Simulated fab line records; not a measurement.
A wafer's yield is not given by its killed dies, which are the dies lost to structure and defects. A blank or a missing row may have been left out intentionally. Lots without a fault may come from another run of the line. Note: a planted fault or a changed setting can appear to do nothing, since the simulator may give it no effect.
Which tool is to blame? + flow gf180mcu + 12 lots, 36 wafers sampled, at 4 steps of a route of 602

== WHAT THE GAUGES SHOWED, per wafer ==
GF_PASSIVATION_BOW_MEAS_14.
| lot  | measured     | on            | PASSIVATION_BOW (um) |
|------|--------------|---------------|----------------------|
| L756 | day 29 01:10 | film_metro-01 | 126 139 131          |
| L758 | day 29 13:38 | film_metro-04 | 165 155 152          |
| L761 | day 30 11:31 | film_metro-04 | 121 129 128          |
| L762 | day 30 19:50 | film_metro-01 | 137 142 130          |
| L763 | day 31 05:41 | film_metro-03 | 137 138 134          |
| L766 | day 31 22:16 | film_metro-01 | 149 153 158          |
| L769 | day 32 22:40 | film_metro-04 | 138 140 131          |
| L770 | day 33 02:20 | film_metro-03 | 145 134 136          |
| L771 | day 33 07:53 | film_metro-01 | 142 142 149          |
| L773 | day 33 18:19 | film_metro-01 | 135 140 124          |
| L778 | day 34 19:13 | film_metro-01 | 141 144 137          |
| L779 | day 35 04:05 | film_metro-03 | 146 151 153          |

== WHICH TOOL RAN EACH LOT (tool, then ch and the chambers of the sampled wafers, then the start) ==
| lot  | GF_M2_METAL_ETCH_16               | GF_V4_SPUTTER_21             | GF_V5_CMP_26                  |
|------|-----------------------------------|------------------------------|-------------------------------|
| L756 | rie_metal-01 ch 1, day 19 03:14   | pvd_sputter-01, day 24 09:17 | cmp-01 ch 2,3, day 27 04:59   |
| L758 | rie_metal-02 ch 0,1, day 19 22:50 | pvd_sputter-03, day 25 02:49 | cmp-02 ch 0,1, day 27 20:09   |
| L761 | rie_metal-03 ch 0,1, day 21 01:47 | pvd_sputter-02, day 26 01:50 | cmp-02 ch 2,3, day 28 18:10   |
| L762 | rie_metal-02 ch 0,1, day 21 13:44 | pvd_sputter-03, day 26 12:37 | cmp-01 ch 0,1,2, day 29 03:35 |
| L763 | rie_metal-02 ch 0, day 22 00:28   | pvd_sputter-03, day 26 22:49 | cmp-01 ch 1,2, day 29 14:04   |
| L766 | rie_metal-02 ch 0,1, day 23 00:05 | pvd_sputter-01, day 27 17:10 | cmp-01 ch 0,2, day 30 07:07   |
| L769 | rie_metal-02 ch 0,1, day 24 06:19 | pvd_sputter-03, day 28 21:26 | cmp-02 ch 0,2,3, day 31 08:47 |
| L770 | rie_metal-02 ch 0,1, day 24 11:10 | pvd_sputter-03, day 29 02:05 | cmp-02 ch 1,2, day 31 13:43   |
| L771 | rie_metal-02 ch 0,1, day 24 20:20 | pvd_sputter-03, day 29 10:07 | cmp-02 ch 0,1,3, day 31 20:06 |
| L773 | rie_metal-01 ch 0,1, day 25 10:11 | pvd_sputter-02, day 29 22:22 | cmp-01 ch 0,1,3, day 32 06:52 |
| L778 | rie_metal-01 ch 0, day 26 21:48   | pvd_sputter-02, day 31 04:27 | cmp-01 ch 1,2, day 33 09:54   |
| L779 | rie_metal-01 ch 0,1, day 27 08:33 | pvd_sputter-02, day 31 14:08 | cmp-02 ch 1,2,3, day 33 19:38 |
- GF_M2_METAL_ETCH_16: etches the open film in Cl2/BCl3, stops on SiO2, target depth 627.5 nm, time 104.6 s.
- GF_V4_SPUTTER_21: material Ti, target thk 15 nm, time 80.02 s.
- GF_V5_CMP_26: polishes, stops on SiO2, t overpolish 15 s, target thk 0 nm.

== WHAT THE TOOLS THEMSELVES READ (means of the sampled wafers that have a number; where no wafer has one, the mark that the record gives instead) ==
GF_M2_METAL_ETCH_16.
| lot  | tool         | bcl3_flow_sccm (sccm) | drypump_motor_current_A (A) | oes_product_au (a.u.) | throttle_valve_pct (%) |
|------|--------------|-----------------------|-----------------------------|-----------------------|------------------------|
| L756 | rie_metal-01 | 39.86                 | 6.0                         | 0.973                 | 28.254                 |
| L758 | rie_metal-02 | 39.97                 | 5.6                         | 0.970                 | 28.255                 |
| L761 | rie_metal-03 | 40.06                 | 5.7                         | 0.970                 | 28.246                 |
| L762 | rie_metal-02 | 39.98                 | 5.6                         | 0.970                 | 28.247                 |
| L763 | rie_metal-02 | 39.85                 | 6.4                         | 0.977                 | 28.250                 |
| L766 | rie_metal-02 | 39.96                 | 6.0                         | 0.966                 | 28.255                 |
| L769 | rie_metal-02 | 40.08                 | 5.6                         | 0.972                 | 28.251                 |
| L770 | rie_metal-02 | 40.01                 | 6.0                         | 0.971                 | 28.243                 |
| L771 | rie_metal-02 | 39.97                 | 5.6                         | 0.976                 | 28.242                 |
| L773 | rie_metal-01 | 40.23                 | 5.8                         | 0.967                 | 28.251                 |
| L778 | rie_metal-01 | 40.03                 | 5.7                         | 0.972                 | 28.256                 |
| L779 | rie_metal-01 | 39.98                 | 5.8                         | 0.961                 | 28.261                 |

GF_V4_SPUTTER_21.
| lot  | tool           | throttle_valve_pct (%) |
|------|----------------|------------------------|
| L756 | pvd_sputter-01 | 29.9                   |
| L758 | pvd_sputter-03 | 30.5                   |
| L761 | pvd_sputter-02 | 30.7                   |
| L762 | pvd_sputter-03 | 30.0                   |
| L763 | pvd_sputter-03 | 30.5                   |
| L766 | pvd_sputter-01 | 29.9                   |
| L769 | pvd_sputter-03 | 30.1                   |
| L770 | pvd_sputter-03 | 29.1                   |
| L771 | pvd_sputter-03 | 30.0                   |
| L773 | pvd_sputter-02 | 29.8                   |
| L778 | pvd_sputter-02 | 30.3                   |
| L779 | pvd_sputter-02 | 29.7                   |

GF_V5_CMP_26.
| lot  | tool   | motor_current_A (A) | overpolish_run_s (s) | time_to_endpoint_s (s) |
|------|--------|---------------------|----------------------|------------------------|
| L756 | cmp-01 | 11.7                | 14.993               | 85                     |
| L758 | cmp-02 | 12.4                | 14.993               | 79                     |
| L761 | cmp-02 | 9.1                 | 15.001               | 84                     |
| L762 | cmp-01 | 11.6                | 14.992               | 80                     |
| L763 | cmp-01 | 12.1                | 15.000               | 82                     |
| L766 | cmp-01 | 11.6                | 15.001               | 82                     |
| L769 | cmp-02 | 10.8                | 15.000               | 82                     |
| L770 | cmp-02 | 11.1                | 15.000               | 86                     |
| L771 | cmp-02 | 11.4                | 15.010               | 86                     |
| L773 | cmp-01 | 11.3                | 14.997               | 81                     |
| L778 | cmp-01 | 11.9                | 14.993               | 81                     |
| L779 | cmp-02 | 10.6                | 15.005               | 83                     |

== THE ANSWER, worked out from the rows above alone ==
Rule: usual is defined by the lots themselves. The widest of any qualifying gaps counts: lots, ordered by their means at a reading, are off when they make up no more than a third of the lots, leave a main group of 4 or more, and stand apart from it by 3 or more times the standard deviation of that group's means. A main group whose means are all the same, to the digits that the tables above print for the reading, isn't used. Also off: a lot with no number at a reading for which 4 or more lots have one. Any other lot the step has rows for is counted as sound. The gauges are gone through in route order, then the tools' own readings, and for those a lot's mean is taken as printed above. The first step at which some lot is off is used, and at that step the reading that is off furthest; a lot without a number counts as furthest.
Across all readings shown, no lot is off: no conclusion can be drawn from this.

== WHAT THE SIMULATOR PUT IN ==
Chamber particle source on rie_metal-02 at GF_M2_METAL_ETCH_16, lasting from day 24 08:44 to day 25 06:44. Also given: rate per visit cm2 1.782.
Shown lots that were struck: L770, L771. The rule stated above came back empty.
